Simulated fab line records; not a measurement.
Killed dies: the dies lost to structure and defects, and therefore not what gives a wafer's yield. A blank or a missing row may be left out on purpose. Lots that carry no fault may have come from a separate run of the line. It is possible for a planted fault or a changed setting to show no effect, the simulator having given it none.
Problem report, 8D (eight disciplines) form, completed by code | flow gf180mcu | the parts of the form that need people (team, actions taken, sign-off) are left out

## 1. THE PROBLEM
GF_M1_CD_MEAS_14, cd nm: mean 180.1 nm over 1 wafer from 1 lot; wafers with no fault: 229.5 nm, standard deviation 0.99. Measured from the usual mean, that is -50 standard deviations.
The step: target cd 230 nm.
First seen on wafer L809.1, day 20 10:18, on cd sem-02. At this step, 39 wafers from 13 lots have a number in the record. Rule for "out" (also "out of limits"): further than 4 standard deviations from the usual mean. The rest of the wafers with a number are treated as sound.

## 2. WHAT IT IS; WHAT IT IS NOT
question                    | is                | is not
which readings at this step | cd nm             | -
which lots                  | L809              | L801, L805, L806, L816, L817, L818, L819, L820, L821, L822, L823, L824
which wafers of those lots  | L809.1            | L809.3, L809.6
read on which gauges        | cd sem-02         | cd sem-01
when                        | from day 20 10:18 | up to then (11 sound wafers); but 27 sound wafers of L816, L817, L818, L819, L820, L821, L822, L823, L824 came after

## 3. THE SUSPECTS, EACH WITH WHAT RULES IT OUT
Counting: any tool at a process step up to the reading remains a suspect provided it ran every lot that is out. Sound lots after the first of them don't rule it out here, since some wafers of a struck lot are sound.
- the gauge at GF_M1_CD_MEAS_14: kept. All the wafers that are out were read on cd sem-02, and no step on other tools shows them out.
- rie diel-01 at GF_CONTACT_ETCH_16 (etches BARC in N2/H2): kept. It ran the lot that is out, L809 (day 19 08:43).
- rie diel-01 at GF_CONTACT_ETCH_17 (etches SiO2 in C4F8/O2/Ar, stops on CoSi2, target depth 860 nm): kept. It ran the lot that is out, L809 (day 19 09:51). GF_CONTACT_ETCH_17: start missing for some lots; hours and lot order therefore follow GF_M1_SPUTTER_00.
- pvd sputter-01 at GF_M1_SPUTTER_00 (material Ti, target thk 37.5 nm, time 150 s): kept. It processed L809, the lot that is out, at day 19 09:51, and its most recent sound lot before then was L805 at day 17 14:09.
- krf scanner-02 at GF_M1_EXPOSE_11 (exposes mask Metal1, target cd 230 nm): kept. It processed L809, the lot that is out, at day 19 22:11, and its most recent sound lot before then was L805 at day 18 02:31.
- At GF_CONTACT_ETCH_16 on rie diel-01, chamber 0 took the sound wafers of the same lots and chamber 1 took the wafers that are out.
- At GF_CONTACT_ETCH_17 on rie diel-01, chamber 0 took the sound wafers of the same lots and chamber 1 took the wafers that are out.
Left after counting: rie diel-01 at GF_CONTACT_ETCH_16, rie diel-01 at GF_CONTACT_ETCH_17, pvd sputter-01 at GF_M1_SPUTTER_00, krf scanner-02 at GF_M1_EXPOSE_11, cd sem-02 at GF_M1_CD_MEAS_14.

## 4. THE CAUSE (what the simulator had put in)
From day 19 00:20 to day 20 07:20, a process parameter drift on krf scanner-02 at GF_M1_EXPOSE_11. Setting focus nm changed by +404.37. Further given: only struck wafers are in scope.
Counting left 5 suspects, and this tool is among them.

## 5. THE CHAIN OF EFFECTS, in route order
Rows list readings where the struck wafers' mean (over those with a number) sits beyond 3 standard deviations from the usual. Readings are gone through only where the record gives a usual standard deviation; hours: the median, over the lots, of the time from a lot's start at the first step in this table giving one to that lot's start at this step; sigmas: the change measured in usual standard deviations.
hours | step             | reading | usual    | on struck wafers | change | sigmas
0     | GF_M1_CD_MEAS_14 | cd nm   | 229.5 nm | 180.1            | -49.4  | -50

## 6. WHAT WOULD HAVE CAUGHT IT SOONER
In this record the first reading out of limits at a measuring or inspecting step was taken at day 20 10:18, 34 hours after the fault began at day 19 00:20.
No tool reading at GF_M1_EXPOSE_11 that has a usual standard deviation in the record was out on any struck wafer, so an alarm limit of 4 standard deviations on those readings would not have fired.
All the lots that are out (1) had begun GF_M1_EXPOSE_11 on krf scanner-02 by day 20 10:18. None of them would have been spared by holding the tool at that moment.
